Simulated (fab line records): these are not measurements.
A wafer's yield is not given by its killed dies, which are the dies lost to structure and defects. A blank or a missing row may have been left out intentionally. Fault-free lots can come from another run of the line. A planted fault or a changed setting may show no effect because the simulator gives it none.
fab line records	flow sky130
record lots=12	wafers=36	last_day=50
route steps=708 shown VIA4@652 METAL5@677 PASSIVATION@681 PAD_OPEN@708
lots with no fault: from the same line, run without faults
start_h: hours from the record's first day to the start of the lot's first wafer shown	wait_h: hours from the lot's prior step to this one	" repeats the value in the row above	L1.1+2: one row covering several wafers at once	- no value, or no start given	* or withheld: withheld	< > ~ a bound
route shown NAME@n: NAME is a module with steps in the file, n the number in the route of the first one	usual: mean and standard deviation over wafers with no fault	same: alike in all rows	chamber/n: place in a boat	sites: per-site readings	_std_site: standard deviation of those values	_edge_site: mean of outer sites minus mean of inner sites	radius_mm: for every site, how far away it sits from the centre of the wafer	mask NAME#n: copy n	behind: the tool/chamber that last shaped the wafer	hold: reason for holding the lot/hours on hold/outcome of the hold	device: whichever transistor did not switch (one of n, p or np)	end of line: tests of these same wafers at the route's end	a step with no rows: only its recipe	killed: count of dies lost to structure and defects at first sort (not the wafer's yield)	map: a wafer's dies, x killed, . not, _ none there
set.NAME: the setting as run; set.NAME@STEP: as run at that earlier step	model.NAME: the simulator's own value behind a step, which no gauge read
the route's steps for a sample of lots (tables are steps, rows are wafers)
services: a tool's chamber out of use, with start hour (start_h, from the record's first day; less than 0 if before it), hours out, and reason
## steps
# step SKY_VIA4_STRIP_13
# recipe chemistry=O2/N2	power_w=1400	pressure_mtorr=1500	platen_temp_c=withheld	o2_flow_sccm=3000	n2_flow_sccm=300	overash_fraction=0.5
# usual drypump_motor_current_A=5.5/0.45	oes_product_au=0.709/0.0043	strip_time_to_endpoint_s=12.81/0.034
# same overash_fraction=0.5
lot.wafer	tool	chamber	start_h	wait_h	drypump_motor_current_A	oes_product_au	rf_hours_counter_h	strip_time_to_endpoint_s
L985.2	plasma_asher-03	0	1021.55	-	6.0	0.712	27	12.87
L985.5	"	0	"	"	6.0	0.717	-	12.77
L985.6	"	1	"	"	5.0	0.703	-	12.82
L984.3	plasma_asher-03	1	1036.98	-	4.9	0.709	-	12.78
L984.4	"	0	"	"	6.0	0.708	-	12.78
L984.5	"	1	"	"	4.9	0.712	-	12.76
L988.1	plasma_asher-03	1	1039.25	-	5.0	0.714	28	12.82
L988.3	"	1	"	"	4.9	0.708	-	12.79
L988.5	"	0	"	"	6.0	0.707	-	12.83
L989.2	plasma_asher-01	0	1039.90	-	4.9	0.705	60	12.81
L989.3	"	1	"	"	5.8	0.715	-	12.81
L989.4	"	0	"	"	4.9	0.711	-	12.79
L990.1	plasma_asher-02	0	1046.43	-	6.0	0.708	122	12.77
L990.3	"	1	"	"	5.4	0.704	-	12.78
L990.6	"	0	"	"	6.0	0.708	-	12.77
L991.3	plasma_asher-03	1	1054.28	-	5.0	0.706	-	12.80
L991.4	"	0	"	"	6.0	0.700	-	12.84
L991.6	"	1	"	"	4.9	0.714	-	12.80
L993.3	plasma_asher-03	1	1073.84	-	5.0	0.695	-	12.80
L993.4	"	0	"	"	6.0	0.713	-	12.81
L993.6	"	1	"	"	5.0	0.707	-	12.71
L996.2	plasma_asher-03	0	1096.20	-	6.0	0.713	34	12.82
L996.4	"	0	"	"	6.0	0.712	-	12.89
L996.6	"	0	"	"	6.0	0.716	-	12.88
L998.1	plasma_asher-03	1	1110.30	-	4.9	0.699	36	12.80
L998.2	"	0	"	"	6.0	0.712	36	12.77
L998.3	"	1	"	"	4.9	0.712	-	12.87
L100.1	plasma_asher-02	1	1121.46	-	5.4	0.712	5	12.91
L100.3	"	0	"	"	6.0	0.711	-	12.84
L100.5	"	1	"	"	5.4	0.710	-	12.86
L102.1	plasma_asher-03	1	1124.83	-	5.0	0.709	37	12.84
L102.3	"	0	"	"	6.0	0.705	-	12.82
L102.4	"	1	"	"	4.9	0.706	-	12.80
L107.1	plasma_asher-01	1	1154.26	-	5.8	0.703	72	12.83
L107.2	"	0	"	"	4.9	0.705	72	12.78
L107.6	"	0	"	"	4.9	0.709	-	12.78
# step SKY_METAL5_STRIP_16
# recipe chemistry=O2/N2	power_w=1400	pressure_mtorr=1500	platen_temp_c=withheld	o2_flow_sccm=3000	n2_flow_sccm=300	overash_fraction=0.5
# usual drypump_motor_current_A=5.5/0.37	oes_product_au=0.711/0.0044	strip_time_to_endpoint_s=13.03/0.18
# same overash_fraction=0.5
lot.wafer	tool	chamber	start_h	wait_h	drypump_motor_current_A	oes_product_au	rf_hours_counter_h	strip_time_to_endpoint_s
L985.2	plasma_asher-04	0	1046.56	0.3	5.6	0.709	89	13.15
L985.5	"	0	"	"	5.7	0.710	-	13.19
L985.6	"	1	"	"	5.1	0.704	-	13.20
L984.3	plasma_asher-01	1	1060.57	0.1	5.8	0.712	-	12.97
L984.4	"	0	"	"	4.9	0.709	-	12.80
L984.5	"	1	"	"	5.8	0.705	-	12.95
L988.1	plasma_asher-04	1	1063.86	0.2	5.1	0.710	91	13.03
L988.3	"	0	"	"	5.7	0.707	-	12.99
L988.5	"	1	"	"	5.1	0.717	-	13.01
L989.2	plasma_asher-04	0	1064.18	0.2	5.7	0.710	91	13.15
L989.3	"	0	"	"	5.6	0.707	-	13.18
L989.4	"	1	"	"	5.1	0.712	-	13.36
L990.1	plasma_asher-02	0	1070.14	0.2	6.0	0.708	0	12.98
L990.3	"	1	"	"	5.4	0.711	-	13.02
L990.6	"	0	"	"	6.0	0.712	-	12.91
L991.3	plasma_asher-04	0	1077.66	0.1	5.7	0.709	-	13.01
L991.4	"	1	"	"	5.0	0.712	-	13.18
L991.6	"	1	"	"	5.1	0.708	-	13.18
L993.3	plasma_asher-04	1	1096.70	0.1	5.0	0.712	-	12.92
L993.4	"	0	"	"	5.6	0.713	-	13.25
L993.6	"	1	"	"	5.1	0.711	-	13.17
L996.2	plasma_asher-01	0	1119.11	0.2	4.9	0.705	68	13.12
L996.4	"	0	"	"	4.9	0.710	-	13.22
L996.6	"	1	"	"	5.8	0.712	-	13.12
L998.1	plasma_asher-04	0	1131.68	0.2	5.7	0.716	98	12.72
L998.2	"	1	"	"	5.1	0.708	98	13.16
L998.3	"	0	"	"	5.7	0.717	-	12.80
L100.1	plasma_asher-02	0	1142.53	0.2	6.0	0.715	7	12.89
L100.3	"	1	"	"	5.4	0.719	-	12.83
L100.5	"	0	"	"	6.0	0.699	-	13.22
L102.1	plasma_asher-04	0	1145.81	0.2	5.7	0.710	99	13.16
L102.3	"	1	"	"	5.0	0.712	-	12.78
L102.4	"	0	"	"	5.7	0.714	-	13.32
L107.1	plasma_asher-02	1	1173.24	0.2	5.4	0.707	10	13.22
L107.2	"	0	"	"	6.0	0.707	10	12.76
L107.6	"	1	"	"	5.4	0.701	-	13.26
# step SKY_PASSIVATION_CVD_00
# recipe material=SiO2	target_thk_nm=90	temp_c=400	time_s=withheld	rf_w=600
# usual heater_power_w=645/65
lot.wafer	tool	chamber	start_h	wait_h	heater_power_w
L985.2	pecvd-02	1	1047.56	0.0	616
L985.5	"	0	"	"	600
L985.6	"	2	"	"	591
L984.3	pecvd-03	1	1061.20	0.0	718
L984.4	"	2	"	"	553
L984.5	"	1	"	"	577
L988.1	pecvd-01	0	1064.54	0.0	691
L988.3	"	2	"	"	651
L988.5	"	0	"	"	677
L989.2	pecvd-02	2	1064.80	0.0	637
L989.3	"	0	"	"	748
L989.4	"	1	"	"	667
L990.1	pecvd-01	0	1070.73	0.0	635
L990.3	"	1	"	"	676
L990.6	"	2	"	"	669
L991.3	pecvd-01	1	1078.22	0.0	629
L991.4	"	1	"	"	648
L991.6	"	0	"	"	719
L993.3	pecvd-02	2	1097.25	0.0	698
L993.4	"	2	"	"	715
L993.6	"	0	"	"	738
L996.2	pecvd-03	2	1119.70	0.0	568
L996.4	"	0	"	"	523
L996.6	"	1	"	"	693
L998.1	pecvd-03	2	1132.27	0.0	562
L998.2	"	1	"	"	645
L998.3	"	0	"	"	529
L100.1	pecvd-01	0	1143.16	0.0	664
L100.3	"	1	"	"	632
L100.5	"	1	"	"	624
L102.1	pecvd-02	0	1146.40	0.0	591
L102.3	"	2	"	"	669
L102.4	"	1	"	"	730
L107.1	pecvd-01	2	1173.88	0.0	625
L107.2	"	1	"	"	718
L107.6	"	0	"	"	758
# step SKY_PASSIVATION_CVD_02
# recipe material=Si3N4	target_thk_nm=540	temp_c=400	time_s=withheld	rf_w=444.5
# usual heater_power_w=689/90
lot.wafer	tool	chamber	start_h	wait_h	heater_power_w
L985.2	pecvd-01	2	1047.65	0.0	751
L985.5	"	2	"	"	787
L985.6	"	0	"	"	821
L984.3	pecvd-01	1	1061.29	0.0	738
L984.4	"	1	"	"	757
L984.5	"	0	"	"	789
L988.1	pecvd-03	1	1064.62	0.1	692
L988.3	"	2	"	"	575
L988.5	"	0	"	"	617
L989.2	pecvd-01	2	1064.88	0.0	753
L989.3	"	1	"	"	625
L989.4	"	2	"	"	779
L990.1	pecvd-02	1	1070.81	0.1	716
L990.3	"	2	"	"	685
L990.6	"	1	"	"	721
L991.3	pecvd-03	2	1078.30	0.0	606
L991.4	"	2	"	"	634
L991.6	"	0	"	"	546
L993.3	pecvd-03	2	1097.34	0.0	636
L993.4	"	0	"	"	487
L993.6	"	2	"	"	502
L996.2	pecvd-01	0	1119.79	0.0	764
L996.4	"	1	"	"	715
L996.6	"	0	"	"	792
L998.1	pecvd-01	1	1132.35	0.1	722
L998.2	"	2	"	"	779
L998.3	"	0	"	"	778
L100.1	pecvd-03	0	1143.24	0.1	491
L100.3	"	1	"	"	758
L100.5	"	2	"	"	567
L102.1	pecvd-01	1	1146.49	0.1	636
L102.3	"	2	"	"	729
L102.4	"	1	"	"	671
L107.1	pecvd-03	2	1173.96	0.1	626
L107.2	"	1	"	"	766
L107.6	"	1	"	"	594
# step SKY_PAD_OPEN_PROBE_99
# usual defect_limited_yield=82.4/1.9	killed_at_M0_to_M3=45/7.5	killed_at_M4_up=2.8/1.9	killed_at_contacts=25/5.5	killed_at_front_end=14/4	killed_at_other=0.3/0.75	killed_dies=87/9.4	killed_on_rim=17/3.8	killed_open=47/6.6	killed_short=39/6.6	sort_bin_3_pad_short=0.9/0.39	sort_bin_5_function=10.4/1.5	sort_bin_6_memory=6.3/1.2	sort_n_pass=405/9.4	sort_yield_pct=82.4/1.9
# same gross_dies=492	killed_at_back_side=0	sort_bin_4_leakage[%]=0	sort_bin_8_speed[%]=0
lot.wafer	tool	chamber	start_h	wait_h	defect_limited_yield[%]	killed_at_M0_to_M3	killed_at_M4_up	killed_at_contacts	killed_at_front_end	killed_at_other	killed_dies	killed_on_rim	killed_open	killed_short	sort_bin_3_pad_short[%]	sort_bin_5_function[%]	sort_bin_6_memory[%]	sort_n_pass	sort_yield_pct[%]
L985.2	prober-01	-	1094.11	0.1	81.1	49	5	24	15	0	93	23	53	39	0.8	12.4	5.7	399	81.1
L985.5	prober-01	-	1094.26	0.2	78.7	57	2	20	26	0	105	15	59	46	1.4	13.4	6.5	387	78.7
L985.6	prober-01	-	1094.31	0.2	81.5	53	3	27	8	0	91	17	50	41	0.4	11.0	7.1	401	81.5
L984.3	prober-02	-	1106.80	0.2	82.5	43	1	28	13	1	86	14	47	39	0.8	9.6	7.1	406	82.5
L984.4	prober-02	-	1106.85	0.2	82.3	34	0	39	14	0	87	20	49	38	0.8	10.4	6.5	405	82.3
L984.5	prober-02	-	1106.90	0.2	79.5	52	3	31	14	1	101	21	52	49	0.6	13.8	6.1	391	79.5
L988.1	prober-02	-	1110.06	0.1	84.3	44	4	20	9	0	77	17	42	35	0.8	10.8	4.1	415	84.3
L988.3	prober-02	-	1110.16	0.2	84.1	38	5	20	14	1	78	12	39	39	0.6	9.6	5.7	414	84.1
L988.5	prober-02	-	1110.26	0.2	83.7	36	1	33	8	2	80	22	53	27	0.4	8.3	7.5	412	83.7
L989.2	prober-01	-	1111.42	0.1	80.1	54	4	30	10	0	98	20	45	53	0.6	11.6	7.7	394	80.1
L989.3	prober-01	-	1111.47	0.2	81.1	45	4	31	13	0	93	23	53	40	2.4	10.6	5.9	399	81.1
L989.4	prober-01	-	1111.52	0.2	80.9	42	4	31	17	0	94	18	54	40	1.0	11.8	6.3	398	80.9
L990.1	prober-02	-	1115.06	0.1	81.7	55	0	20	15	0	90	17	48	42	0.6	12.2	5.5	402	81.7
L990.3	prober-02	-	1115.16	0.2	78.0	63	4	29	12	0	108	22	61	47	0.8	12.6	8.5	384	78.0
L990.6	prober-02	-	1115.31	0.2	80.1	55	3	23	17	0	98	12	56	42	1.2	13.6	5.1	394	80.1
L991.3	prober-01	-	1122.26	0.2	84.3	36	5	24	12	0	77	14	44	33	0.6	9.3	5.7	415	84.3
L991.4	prober-01	-	1122.31	0.2	83.7	34	4	20	22	0	80	14	40	40	1.2	9.3	5.7	412	83.7
L991.6	prober-01	-	1122.41	0.2	83.9	45	4	19	10	1	79	14	44	35	0.4	8.5	7.1	413	83.9
L993.3	prober-02	-	1139.73	0.2	83.5	46	2	20	13	0	81	12	46	35	1.0	10.0	5.5	411	83.5
L993.4	prober-02	-	1139.78	0.2	83.9	38	1	26	14	0	79	12	47	32	1.0	8.5	6.5	413	83.9
L993.6	prober-02	-	1139.88	0.2	79.7	50	3	29	18	0	100	17	54	46	1.0	13.2	6.1	392	79.7
L996.2	prober-02	-	1160.37	0.1	80.9	47	3	34	10	0	94	15	51	43	0.8	13.2	5.1	398	80.9
L996.4	prober-02	-	1160.47	0.2	85.6	45	1	18	7	0	71	14	44	27	1.2	8.3	4.9	421	85.6
L996.6	prober-02	-	1160.57	0.2	85.4	40	1	20	11	0	72	12	37	35	1.2	7.3	6.1	420	85.4
L998.1	prober-01	-	1171.23	0.1	77.6	34	29	28	19	0	110	26	51	31	1.8	13.6	6.9	382	77.6
L998.2	prober-01	-	1171.28	0.1	74.0	54	32	31	11	0	128	25	62	38	1.8	16.7	7.5	364	74.0
L998.3	prober-01	-	1171.33	0.2	75.6	49	32	27	12	0	120	25	44	46	2.0	15.0	7.3	372	75.6
L100.1	prober-01	-	1180.96	0.1	81.1	56	1	22	14	0	93	26	37	56	1.0	11.8	6.1	399	81.1
L100.3	prober-01	-	1181.06	0.2	83.3	34	4	24	20	0	82	14	46	36	2.0	8.7	5.9	410	83.3
L100.5	prober-01	-	1181.16	0.2	80.7	54	2	25	14	0	95	26	47	48	1.4	11.0	6.9	397	80.7
L102.1	prober-01	-	1184.88	0.1	78.0	44	28	24	12	0	108	30	48	34	2.6	14.2	5.1	384	78.0
L102.3	prober-01	-	1184.98	0.2	75.8	56	27	24	12	0	119	30	60	33	2.4	14.2	7.5	373	75.8
L102.4	prober-01	-	1185.03	0.2	78.9	39	29	22	14	0	104	24	43	33	2.4	14.0	4.7	388	78.9
L107.1	prober-02	-	1207.51	0.1	80.3	56	6	24	11	0	97	24	49	48	1.2	12.2	6.3	395	80.3
L107.2	prober-02	-	1207.56	0.1	83.7	35	2	25	17	1	80	18	39	41	1.2	10.0	5.1	412	83.7
L107.6	prober-02	-	1207.76	0.2	78.9	51	4	33	16	0	104	18	51	53	1.0	13.4	6.7	388	78.9
# killed by level:class
L985.2 VIA1:geometric_particle:open=15 CONTACT:geometric_particle:open=11 VIA2:geometric_particle:open=7 CONTACT:geometric_particle:short=6 METAL1:geometric_particle:short=6 POLY_GATE:geometric_particle:short=5 METAL2:geometric_particle:short=5 VIA3:geometric_particle:open=5
L985.5 VIA1:geometric_particle:open=12 CONTACT:geometric_particle:open=9 METAL1:geometric_particle:short=9 FIELD_ISO:geometric_particle:open=8 VIA2:geometric_particle:open=8 FIELD_ISO:geometric_particle:short=7 LI_CONTACT:geometric_particle:open=7 VIA3:geometric_particle:open=6
L985.6 VIA1:geometric_particle:open=16 LI_CONTACT:geometric_particle:open=9 CONTACT:geometric_particle:open=7 METAL1:geometric_particle:short=7 LOCAL_INTERCONNECT:geometric_particle:short=6 METAL2:geometric_particle:short=5 VIA3:geometric_particle:open=5 VIA1:geometric_particle:short=4
L984.3 CONTACT:geometric_particle:open=14 VIA1:geometric_particle:open=10 VIA1:geometric_particle:short=7 METAL2:geometric_particle:short=7 LI_CONTACT:geometric_particle:open=6 CONTACT:geometric_particle:short=5 VIA2:geometric_particle:open=5 METAL1:geometric_particle:short=4
L984.4 CONTACT:geometric_particle:open=15 VIA2:geometric_particle:open=8 LI_CONTACT:geometric_particle:open=7 FIELD_ISO:geometric_particle:open=6 LOCAL_INTERCONNECT:geometric_particle:short=6 CONTACT:geometric_particle:short=6 METAL1:geometric_particle:short=5 VIA1:geometric_particle:short=5
L984.5 CONTACT:geometric_particle:open=13 VIA1:geometric_particle:open=11 VIA3:geometric_particle:open=10 POLY_GATE:geometric_particle:short=7 LI_CONTACT:geometric_particle:open=7 METAL2:geometric_particle:short=7 METAL1:geometric_particle:short=5 METAL3:geometric_particle:short=5
L988.1 VIA1:geometric_particle:open=10 VIA3:geometric_particle:open=7 CONTACT:geometric_particle:open=6 METAL1:geometric_particle:short=6 LI_CONTACT:geometric_particle:open=5 CONTACT:geometric_particle:short=5 VIA2:geometric_particle:open=5 VIA3:geometric_particle:short=5
L988.3 CONTACT:geometric_particle:open=9 VIA1:geometric_particle:open=8 METAL2:geometric_particle:short=7 VIA2:geometric_particle:open=6 METAL1:geometric_particle:short=5 FIELD_ISO:geometric_particle:open=4 FIELD_ISO:geometric_particle:short=4 LI_CONTACT:geometric_particle:short=4
L988.5 CONTACT:geometric_particle:open=15 VIA1:geometric_particle:open=10 LI_CONTACT:geometric_particle:open=8 LOCAL_INTERCONNECT:geometric_particle:short=5 VIA3:geometric_particle:open=5 METAL2:geometric_particle:short=4 VIA2:geometric_particle:open=4 FIELD_ISO:geometric_particle:short=3
L989.2 CONTACT:geometric_particle:open=14 METAL1:geometric_particle:short=10 VIA1:geometric_particle:open=9 METAL2:geometric_particle:short=8 LI_CONTACT:geometric_particle:open=5 VIA1:geometric_particle:short=5 VIA2:geometric_particle:open=5 VIA3:geometric_particle:short=5
L989.3 CONTACT:geometric_particle:open=11 VIA1:geometric_particle:open=10 LOCAL_INTERCONNECT:geometric_particle:short=8 LI_CONTACT:geometric_particle:open=7 VIA3:geometric_particle:open=7 VIA2:geometric_particle:open=7 VIA1:geometric_particle:short=5 CONTACT:geometric_particle:short=4
L989.4 CONTACT:geometric_particle:open=14 VIA1:geometric_particle:open=12 VIA2:geometric_particle:open=7 CONTACT:geometric_particle:short=6 METAL1:geometric_particle:short=5 FIELD_ISO:geometric_particle:open=4 SPACER:geometric_particle:short=4 LI_CONTACT:geometric_particle:open=4
L990.1 VIA1:geometric_particle:open=15 METAL2:geometric_particle:short=9 CONTACT:geometric_particle:open=7 VIA2:geometric_particle:short=6 FIELD_ISO:geometric_particle:open=5 LI_CONTACT:geometric_particle:open=5 CONTACT:geometric_particle:short=5 VIA2:geometric_particle:open=5
L990.3 VIA1:geometric_particle:open=18 CONTACT:geometric_particle:open=9 VIA1:geometric_particle:short=9 METAL2:geometric_particle:short=7 VIA3:geometric_particle:open=7 LI_CONTACT:geometric_particle:open=6 METAL1:geometric_particle:short=6 LOCAL_INTERCONNECT:geometric_particle:short=6
L990.6 VIA2:geometric_particle:open=12 VIA1:geometric_particle:open=11 METAL1:geometric_particle:short=10 CONTACT:geometric_particle:open=8 VIA3:geometric_particle:open=7 POLY_GATE:geometric_particle:open=5 FIELD_ISO:geometric_particle:short=4 METAL3:geometric_particle:short=4
L991.3 LI_CONTACT:geometric_particle:open=8 VIA1:geometric_particle:open=8 CONTACT:geometric_particle:open=6 VIA2:geometric_particle:open=6 VIA3:geometric_particle:open=6 FIELD_ISO:geometric_particle:short=4 CONTACT:geometric_particle:short=4 METAL2:geometric_particle:short=4
L991.4 FIELD_ISO:geometric_particle:short=12 VIA1:geometric_particle:open=11 LI_CONTACT:geometric_particle:open=6 CONTACT:geometric_particle:short=6 CONTACT:geometric_particle:open=6 VIA3:geometric_particle:short=4 VIA3:geometric_particle:open=4 METAL4:geometric_particle:short=3
L991.6 VIA1:geometric_particle:open=9 CONTACT:geometric_particle:open=8 METAL1:geometric_particle:short=7 VIA3:geometric_particle:open=7 METAL1:geometric_particle:open=6 LI_CONTACT:geometric_particle:open=4 METAL2:geometric_particle:short=4 CONTACT:geometric_particle:short=4
L993.3 METAL2:geometric_particle:short=9 VIA3:geometric_particle:open=9 CONTACT:geometric_particle:open=8 VIA1:geometric_particle:open=8 VIA2:geometric_particle:open=6 LI_CONTACT:geometric_particle:open=5 FIELD_ISO:geometric_particle:open=4 METAL1:geometric_particle:short=4
L993.4 CONTACT:geometric_particle:open=14 VIA1:geometric_particle:open=10 CONTACT:geometric_particle:short=5 VIA2:geometric_particle:short=5 VIA2:geometric_particle:open=5 POLY_GATE:geometric_particle:open=4 LI_CONTACT:geometric_particle:open=4 POLY_GATE:geometric_particle:short=3
L993.6 LI_CONTACT:geometric_particle:open=10 CONTACT:geometric_particle:open=10 METAL2:geometric_particle:short=9 VIA2:geometric_particle:open=8 FIELD_ISO:geometric_particle:short=7 VIA1:geometric_particle:open=7 VIA3:geometric_particle:open=7 POLY_GATE:geometric_particle:open=5
L996.2 LI_CONTACT:geometric_particle:open=11 VIA1:geometric_particle:open=10 CONTACT:geometric_particle:open=10 CONTACT:geometric_particle:short=8 VIA2:geometric_particle:open=7 METAL2:geometric_particle:short=6 VIA1:geometric_particle:short=5 METAL1:geometric_particle:short=4
L996.4 VIA1:geometric_particle:open=12 VIA3:geometric_particle:open=8 LI_CONTACT:geometric_particle:open=6 VIA2:geometric_particle:open=6 CONTACT:geometric_particle:open=6 VIA1:geometric_particle:short=5 CONTACT:geometric_particle:short=4 METAL1:geometric_particle:short=4
L996.6 VIA1:geometric_particle:open=12 CONTACT:geometric_particle:open=9 POLY_GATE:geometric_particle:open=5 METAL1:geometric_particle:short=5 VIA1:geometric_particle:short=5 POLY_GATE:geometric_particle:short=4 LI_CONTACT:geometric_particle:open=4 LOCAL_INTERCONNECT:geometric_particle:short=4
L998.1 VIA4:unspecified=28 LI_CONTACT:geometric_particle:open=8 FIELD_ISO:geometric_particle:open=7 CONTACT:geometric_particle:open=7 VIA1:geometric_particle:open=6 VIA2:geometric_particle:open=5 LOCAL_INTERCONNECT:geometric_particle:short=5 CONTACT:geometric_particle:short=4
L998.2 VIA4:unspecified=28 VIA1:geometric_particle:open=12 CONTACT:geometric_particle:open=12 VIA2:geometric_particle:open=10 VIA1:geometric_particle:short=8 LI_CONTACT:geometric_particle:open=6 POLY_GATE:geometric_particle:open=4 LOCAL_INTERCONNECT:geometric_particle:short=4
L998.3 VIA4:unspecified=30 VIA1:geometric_particle:open=10 CONTACT:geometric_particle:short=8 VIA1:geometric_particle:short=8 METAL2:geometric_particle:short=8 LI_CONTACT:geometric_particle:open=7 METAL1:geometric_particle:short=7 CONTACT:geometric_particle:open=6
L100.1 METAL1:geometric_particle:short=9 METAL2:geometric_particle:short=8 VIA2:geometric_particle:open=7 CONTACT:geometric_particle:open=6 VIA1:geometric_particle:open=6 CONTACT:geometric_particle:short=5 VIA1:geometric_particle:short=5 VIA2:geometric_particle:short=5
L100.3 VIA1:geometric_particle:open=11 CONTACT:geometric_particle:open=8 LI_CONTACT:geometric_particle:open=6 VIA3:geometric_particle:open=5 POLY_GATE:geometric_particle:open=4 SPACER:geometric_particle:open=4 LI_CONTACT:geometric_particle:short=4 METAL1:geometric_particle:short=4
L100.5 CONTACT:geometric_particle:open=12 VIA1:geometric_particle:open=11 METAL1:geometric_particle:short=7 METAL2:geometric_particle:short=7 VIA1:geometric_particle:short=5 LI_CONTACT:geometric_particle:open=5 LOCAL_INTERCONNECT:geometric_particle:short=5 VIA3:geometric_particle:short=5
L102.1 VIA4:unspecified=26 CONTACT:geometric_particle:open=10 VIA1:geometric_particle:open=9 VIA1:geometric_particle:short=8 CONTACT:geometric_particle:short=6 METAL2:geometric_particle:short=6 FIELD_ISO:geometric_particle:open=5 POLY_GATE:geometric_particle:open=5
L102.3 VIA4:unspecified=26 VIA1:geometric_particle:open=21 VIA3:geometric_particle:open=11 VIA1:geometric_particle:short=9 CONTACT:geometric_particle:open=7 LI_CONTACT:geometric_particle:open=6 POLY_GATE:geometric_particle:open=5 CONTACT:geometric_particle:short=4
L102.4 VIA4:unspecified=28 VIA1:geometric_particle:open=10 CONTACT:geometric_particle:open=10 VIA2:geometric_particle:open=6 POLY_GATE:geometric_particle:open=5 LI_CONTACT:geometric_particle:short=5 METAL1:geometric_particle:short=5 VIA3:geometric_particle:open=5
L107.1 VIA1:geometric_particle:open=10 VIA2:geometric_particle:open=10 VIA1:geometric_particle:short=8 METAL2:geometric_particle:short=7 CONTACT:geometric_particle:open=6 VIA3:geometric_particle:open=6 LI_CONTACT:geometric_particle:open=5 METAL1:geometric_particle:short=4
L107.2 CONTACT:geometric_particle:open=8 FIELD_ISO:geometric_particle:open=7 LI_CONTACT:geometric_particle:open=6 LOCAL_INTERCONNECT:geometric_particle:short=6 METAL2:geometric_particle:short=6 METAL1:geometric_particle:short=5 CONTACT:geometric_particle:short=4 VIA1:geometric_particle:open=4
L107.6 LI_CONTACT:geometric_particle:open=14 METAL2:geometric_particle:short=13 CONTACT:geometric_particle:open=10 VIA1:geometric_particle:open=9 VIA3:geometric_particle:open=6 VIA1:geometric_particle:short=5 POLY_GATE:geometric_particle:short=5 LI_CONTACT:geometric_particle:short=5
## services
tool	chamber	start_h	hours	kind
pecvd-01	-	1001.97	14.6	pm
pecvd-02	-	1021.02	2.0	repair
plasma_asher-02	-	1035.77	0.6	repair
plasma_asher-02	-	1055.25	9.0	pm
plasma_asher-02	0	1055.25	9.0	vent_cycle
plasma_asher-02	1	1055.25	9.0	vent_cycle
pecvd-02	-	1059.21	3.0	repair
plasma_asher-02	0	1064.25	-	clean
plasma_asher-02	1	1064.25	-	clean
pecvd-03	0	1070.40	2.1	scheduled_down
pecvd-02	0	1080.42	5.5	scheduled_down
plasma_asher-01	-	1103.47	2.3	repair
pecvd-01	-	1112.15	1.0	repair
plasma_asher-03	-	1118.20	4.5	repair
pecvd-03	-	1120.84	5.5	pm
plasma_asher-01	-	1147.46	1.5	repair
pecvd-03	-	1172.51	0.9	repair
## key
first_sign step=SKY_PAD_OPEN_PROBE_99	reading=killed_at_M4_up	direction=up	sigmas=14	usual=2.8	struck=29.5
effect step=SKY_PAD_OPEN_PROBE_99	reading=sort_bin_3_pad_short	direction=up	sigmas=3.3	usual=0.9	struck=2.2	wafers_moved=5
met_at SKY_VIA4_STRIP_13
struck_lots L998,L102
not_acting_at SKY_METAL5_STRIP_16,SKY_PASSIVATION_CVD_00,SKY_PASSIVATION_CVD_02
onset_between 1096.20 1110.30
fault kind=chamber_particle_source	tool=plasma_asher-03	chamber=-	onset_h=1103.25	steps=SKY_VIA4_STRIP_13	rate_per_visit_cm2=0.59994	end_h=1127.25
